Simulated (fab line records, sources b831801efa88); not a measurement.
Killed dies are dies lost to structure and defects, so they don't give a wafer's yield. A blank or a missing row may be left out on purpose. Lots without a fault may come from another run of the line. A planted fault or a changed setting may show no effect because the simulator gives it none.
Chamber matching | flow gf180mcu | GF_V1_CMP_04 on cmp-02: 4 sister chambers
The step polishes SiO2. 14 wafers are shown with their chamber, then 7 later ones without.

WAFERS WITH THEIR CHAMBER
wafer  | chamber | motor_current_A (A) | time_to_endpoint_s (s)
L670.2 | 0       | 12.3                | 69
L670.3 | 3       | 13.6                | 69
L670.4 | 2       | 11.4                | 72
L672.1 | 0       | 12.6                | 70
L672.2 | 2       | 11.8                | 73
L672.6 | 0       | 12.2                | 78
L671.1 | 0       | 13.2                | 69
L671.2 | 3       | 13.2                | 71
L671.5 | 2       | 11.8                | 74
L674.4 | 0       | 12.0                | 76
L674.5 | 2       | 12.0                | 78
L674.6 | 1       | 10.1                | 74
L679.1 | 0       | 12.7                | 73
L679.3 | 1       | 10.6                | 69

SIGNATURES (means of the wafers above)
reading            | chamber 0 | chamber 1 | chamber 2 | chamber 3 | scatter within a chamber
motor_current_A    | 12.500    | 10.350    | 11.750    | 13.400    | 0.363
time_to_endpoint_s | 72.50     | 71.50     | 74.25     | 70.00     | 3.3
Rule: a wafer's distance from a chamber is the root of the sum, over the readings, of the square of ((its reading less the chamber's mean) divided by the reading's scatter). The wafer belongs to the nearest chamber; if the next one is less than 2 further off, it can't be placed. The scatter: the root of (the sum of the squares of (reading less its chamber's mean) over the shown wafers, divided by (wafers less chambers)).

WAFERS WITHOUT THEIR CHAMBER
wafer  | motor_current_A (A) | time_to_endpoint_s (s)
L679.5 | 11.3                | 84
L683.1 | 11.4                | 78
L683.4 | 10.7                | 84
L683.6 | 12.1                | 84
L686.2 | 11.5                | 80
L686.3 | 13.5                | 80
L686.6 | 13.6                | 84

WHICH CHAMBER EACH WENT THROUGH
wafer  | from the rows above          | in truth
L679.5 | can't be placed: 2 or 1 or 0 | 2
L683.1 | can't be placed: 2 or 0      | 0
L683.4 | can't be placed: 1 or 2      | 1
L683.6 | can't be placed: 2 or 0      | 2
L686.2 | can't be placed: 2 or 0      | 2
L686.3 | can't be placed: 3 or 0      | 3
L686.6 | can't be placed: 3 or 0 or 2 | 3
Placed correctly: 0 of 7. Can't be placed from these rows: 7 (the true chamber is among the candidates in 7). Placed wrongly: 0.
